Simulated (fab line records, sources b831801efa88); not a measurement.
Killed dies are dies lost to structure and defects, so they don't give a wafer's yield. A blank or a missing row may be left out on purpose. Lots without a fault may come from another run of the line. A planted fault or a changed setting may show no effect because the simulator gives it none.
Chamber matching | flow sfq_line | SFQ_TRILAYER_I3_CMP_CMP_082 on cmp-02: 4 sister chambers
The step polishes SiO2. 4 wafers are shown with their chamber, then 8 later ones without.

WAFERS WITH THEIR CHAMBER
wafer  | chamber | motor_current_A (A)
L867.4 | 3       | 10.7
L878.4 | 1       | 10.4
L878.6 | 0       | 9.9
L881.3 | 2       | 11.0

WAFERS WITHOUT THEIR CHAMBER
wafer  | motor_current_A (A)
L881.4 | 11.0
L881.6 | 11.2
L883.1 | 10.6
L883.5 | 11.3
L883.6 | 11.4
L886.1 | 10.6
L886.4 | 10.6
L886.5 | 10.8

WHICH CHAMBER EACH WENT THROUGH
wafer  | from the rows above          | in truth
L881.4 | can't be placed: 2 or 3      | 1
L881.6 | can't be placed: 2 or 3      | 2
L883.1 | can't be placed: 3 or 1 or 2 | 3
L883.5 | can't be placed: 2 or 3      | 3
L883.6 | can't be placed: 2 or 3      | 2
L886.1 | can't be placed: 3 or 1 or 2 | 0
L886.4 | can't be placed: 3 or 1 or 2 | 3
L886.5 | can't be placed: 3 or 2 or 1 | 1
Placed correctly: 0 of 8. Can't be placed from these rows: 8 (the true chamber is among the candidates in 6). Placed wrongly: 0.
How it was worked out, from the rows above alone: a wafer's distance from a chamber is the root of the sum, over the readings, of the square of ((its reading less the chamber's mean) divided by the reading's scatter). The wafer belongs to the nearest chamber; if the next one is less than 2 further off, it can't be placed. A chamber's mean is the mean of its shown wafers. The scatter: with one shown wafer a chamber, the root of the mean of the squares of how far each hidden wafer lies from its nearest shown one.
